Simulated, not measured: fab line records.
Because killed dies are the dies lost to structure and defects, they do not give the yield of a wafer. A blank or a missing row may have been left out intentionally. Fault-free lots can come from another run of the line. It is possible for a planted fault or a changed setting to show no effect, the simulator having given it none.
Problem report in the 8D (eight disciplines) form, filled by code + flow sky130 + the parts of the form that need people (team, actions taken, sign-off) are left out

## 1. WHAT WENT WRONG
Mean of plate-temp-C at SKY_METAL4_SOFTBAKE_09: 101.15 C across 6 wafers in 2 lots; on wafers with no fault it is 99.97 C (standard deviation 0.12). That is +9.8 standard deviations from the usual mean.
The step: time 90 s.
First seen on wafer L714.1, day 43 23:00, on litho-track-03. Wafers with a number at this step in the record: 33, from 11 lots. Rule for "out" (also "out of limits"): further than 4 standard deviations from the usual mean. The other wafers with a number count as sound.

## 2. WHAT IT IS, AND WHAT IT ISN'T
| question                    | is                                 | is not                                                                                                  |
|-----------------------------|------------------------------------|---------------------------------------------------------------------------------------------------------|
| which readings at this step | plate-temp-C, heater-power-total-W | -                                                                                                       |
| which lots                  | L714, L715                         | L708, L709, L721, L722, L726, L728, L729, L730, L731                                                    |
| which wafers of those lots  | all that have a number             | -                                                                                                       |
| read on which tools         | litho-track-03                     | litho-track-01, litho-track-04                                                                          |
| when                        | from day 43 23:00                  | up to then (6 sound wafers); but 21 sound wafers of L721, L722, L726, L728, L729, L730, L731 came after |

## 3. WHAT RULES OUT EACH SUSPECT
Counting: a tool at any process step up to the reading remains a suspect when it ran all the lots that are out and ran no sound lot after the first of those.
- rie-diel-01 at SKY_VIA3_ETCH_14 (etches BARC in N2/H2, stops on SiO2, time 45.9 s, target depth 60 nm): ruled out as a lasting fault. After its first lot that is out, L714 (day 42 11:21), sound lots L721, L726, L731 ran on it.
- litho-track-03 at SKY_METAL4_SOFTBAKE_09 (time 90 s): kept. All lots that are out passed through it, beginning with L714 at day 43 23:00, and no sound lot followed; its final sound lot before that point was L708 at day 41 09:00. Its own readings are out on those wafers: heater-power-total-W, plate-temp-C.
After counting, what remains is litho-track-03 at SKY_METAL4_SOFTBAKE_09.

## 4. THE CAUSE (what the simulator had put in)
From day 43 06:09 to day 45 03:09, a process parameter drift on litho-track-03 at SKY_METAL4_SOFTBAKE_09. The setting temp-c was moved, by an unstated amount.
The count eliminated every tool but this one.

## 5. THE CHAIN OF EFFECTS, in route order
Each row: a reading where the mean over the struck wafers with a number is more than 3 standard deviations away from the usual. Readings are gone through only where the record gives a usual standard deviation; hours: the median, over the lots, of the time from a lot's start at the first step in this table giving one to that lot's start at this step; sigmas: the change measured in usual standard deviations.
| hours | step                   | reading              | usual   | on struck wafers | change | sigmas |
|-------|------------------------|----------------------|---------|------------------|--------|--------|
| 0     | SKY_METAL4_SOFTBAKE_09 | heater-power-total-W | 57.37 W | 58.34            | +0.97  | +8.0   |
| 0     | SKY_METAL4_SOFTBAKE_09 | plate-temp-C         | 99.97 C | 101.15           | +1.18  | +9.8   |
It contains these process steps:
- SKY_METAL4_SOFTBAKE_09: time 90 s.

## 6. WHAT WOULD HAVE CAUGHT IT SOONER
17 hours passed between the start of the fault at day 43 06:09 and the first reading out of limits in this record, taken at day 43 23:00.
